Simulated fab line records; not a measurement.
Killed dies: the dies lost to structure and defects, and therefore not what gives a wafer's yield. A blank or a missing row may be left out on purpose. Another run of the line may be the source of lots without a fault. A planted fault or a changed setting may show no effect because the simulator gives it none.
Matching of chambers || flow sky130 || SKY_VIA1_CMP_02 on cmp-01: 4 sister chambers
The step polishes SiO2. 8 wafers are shown with their chamber, then 12 later ones without.

== WAFERS PAIRED WITH THEIR CHAMBERS ==
{"wafer": "L083.6", "chamber": 0, "motor current A (A)": 13.7, "retaining ring pressure frac": 1.005}
{"wafer": "L085.6", "chamber": 2, "motor current A (A)": 14.5, "retaining ring pressure frac": 1.003}
{"wafer": "L086.5", "chamber": 3, "motor current A (A)": 11.7, "retaining ring pressure frac": 0.999}
{"wafer": "L088.5", "chamber": 2, "motor current A (A)": 14.5, "retaining ring pressure frac": 0.999}
{"wafer": "L088.6", "chamber": 1, "motor current A (A)": 11.8, "retaining ring pressure frac": 0.999}
{"wafer": "L090.1", "chamber": 0, "motor current A (A)": 14.0, "retaining ring pressure frac": 0.994}
{"wafer": "L090.2", "chamber": 1, "motor current A (A)": 12.2, "retaining ring pressure frac": 1.000}
{"wafer": "L090.6", "chamber": 3, "motor current A (A)": 11.5, "retaining ring pressure frac": 0.996}

== WAFERS WITH NO CHAMBER GIVEN ==
{"wafer": "L091.1", "motor current A (A)": 14.6, "retaining ring pressure frac": 1.006}
{"wafer": "L091.3", "motor current A (A)": 14.7, "retaining ring pressure frac": 1.001}
{"wafer": "L091.6", "motor current A (A)": 14.5, "retaining ring pressure frac": 1.002}
{"wafer": "L092.1", "motor current A (A)": 12.0, "retaining ring pressure frac": 0.997}
{"wafer": "L092.2", "motor current A (A)": 15.2, "retaining ring pressure frac": 1.005}
{"wafer": "L092.6", "motor current A (A)": 14.6, "retaining ring pressure frac": 0.996}
{"wafer": "L093.1", "motor current A (A)": 14.3, "retaining ring pressure frac": 1.006}
{"wafer": "L093.3", "motor current A (A)": 14.6, "retaining ring pressure frac": 0.998}
{"wafer": "L093.6", "motor current A (A)": 14.6, "retaining ring pressure frac": 0.998}
{"wafer": "L095.1", "motor current A (A)": 11.8, "retaining ring pressure frac": 1.002}
{"wafer": "L095.3", "motor current A (A)": 13.9, "retaining ring pressure frac": 1.004}
{"wafer": "L095.4", "motor current A (A)": 14.6, "retaining ring pressure frac": 0.996}

== WHICH CHAMBER EACH ONE RAN IN ==
{"wafer": "L091.1", "from the rows above": 2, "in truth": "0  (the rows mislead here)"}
{"wafer": "L091.3", "from the rows above": 2, "in truth": 2}
{"wafer": "L091.6", "from the rows above": 2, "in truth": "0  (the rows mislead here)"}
{"wafer": "L092.1", "from the rows above": "can't be placed: 1 or 3", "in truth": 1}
{"wafer": "L092.2", "from the rows above": 2, "in truth": 2}
{"wafer": "L092.6", "from the rows above": 2, "in truth": 2}
{"wafer": "L093.1", "from the rows above": "can't be placed: 2 or 0", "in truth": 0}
{"wafer": "L093.3", "from the rows above": 2, "in truth": 2}
{"wafer": "L093.6", "from the rows above": 2, "in truth": 2}
{"wafer": "L095.1", "from the rows above": "can't be placed: 1 or 3", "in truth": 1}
{"wafer": "L095.3", "from the rows above": 0, "in truth": 0}
{"wafer": "L095.4", "from the rows above": 2, "in truth": 2}
7 of 12 placed correctly. Unplaceable from these rows: 3, with the true chamber sitting among the candidates in 3. Number placed wrongly: 2.
How it was worked out, from the rows above alone: a wafer's distance from a chamber is the root of the sum, over the readings, of the square of ((its reading less the chamber's mean) divided by the reading's scatter). If the next closest chamber is less than 2 further off than the closest, the wafer can't be placed; otherwise it belongs to the closest. A chamber's mean is the mean of its shown wafers. How the scatter is found: for the shown wafers, subtract from each reading the mean of its chamber, square and add these, divide the total by (wafers less chambers), then take the root.
